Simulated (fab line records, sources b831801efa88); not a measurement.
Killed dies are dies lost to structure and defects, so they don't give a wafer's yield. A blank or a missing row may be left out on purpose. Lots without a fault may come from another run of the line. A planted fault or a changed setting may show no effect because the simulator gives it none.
Which tool did it? | flow sky130 | 6 lots, 18 wafers sampled, at 3 steps of a route of 708

WHAT THE GAUGES READ, wafer by wafer
SKY_SD_P_OVL_MEAS_08.
lot  | measured     | on         | SD_P_OVL (nm)
L194 | day 26 02:26 | overlay-01 | 1.4 -0.8 -0.5
L196 | day 26 20:04 | overlay-01 | -4.0 -3.0 -4.6
L198 | day 27 14:19 | overlay-01 | 1.2 2.0 1.2
L200 | day 28 00:58 | overlay-02 | -1.7 -1.7 -3.7
L210 | day 31 12:21 | overlay-01 | 72.1 68.9 70.2
L216 | day 33 06:22 | overlay-02 | -2.4 -0.2 -2.6

WHICH TOOL RAN EACH LOT (tool, then ch and the chambers of the sampled wafers, then the start)
lot  | SKY_POLY_CUT_ETCH_10               | SKY_SD_P_EXPOSE_04
L194 | rie_diel-02 ch 0,1,2, day 24 20:13 | iline_stepper-02 ch 0, day 25 11:41
L196 | rie_diel-01 ch 0,1,3, day 25 15:16 | iline_stepper-02 ch 0, day 26 06:04
L198 | rie_diel-03 ch 0,1,3, day 26 10:19 | iline_stepper-01 ch 0, day 27 00:02
L200 | rie_diel-03 ch 0,2,3, day 26 21:05 | iline_stepper-02 ch 0, day 27 11:26
L210 | rie_diel-02 ch 0,1,2, day 30 09:37 | iline_stepper-02 ch 0, day 30 22:41
L216 | rie_diel-03 ch 2,3, day 32 03:25   | iline_stepper-01 ch 0, day 32 17:35
- SKY_POLY_CUT_ETCH_10: etches BARC in N2/H2, stops on SiO2, time 45.9 s, target depth 60 nm.
- SKY_SD_P_EXPOSE_04: exposes mask PSDM, target cd 380 nm.

THE ANSWER, worked out from the rows above alone
Rule: what is usual is taken from the lots themselves. Put in order of their means at a reading, lots are off if they are a third of the lots or fewer, leave a main group of 4 or more, and stand apart from it by a gap of 3 or more times the standard deviation of the main group's means; of several such gaps the widest counts. A main group whose means are all the same, to the digits that the tables above print for the reading, isn't used. A lot without any number at a reading at which 4 lots or more have one is off too. The other lots that the step has rows for count as sound.
Off: L210, at SKY_SD_P_OVL_MEAS_08 (SD_P_OVL). The main group: mean -1.3 nm, standard deviation 1.9.
A tool fits if, at a process step before that reading, it ran every lot that is off, and no sound lot after the first of them. The gauges at SKY_SD_P_OVL_MEAS_08 are tried like those tools. Can't be told from this: 3 tools fit, rie_diel-02 at SKY_POLY_CUT_ETCH_10, iline_stepper-02 at SKY_SD_P_EXPOSE_04, overlay-01 at SKY_SD_P_OVL_MEAS_08.

WHAT THE SIMULATOR HAD PUT IN
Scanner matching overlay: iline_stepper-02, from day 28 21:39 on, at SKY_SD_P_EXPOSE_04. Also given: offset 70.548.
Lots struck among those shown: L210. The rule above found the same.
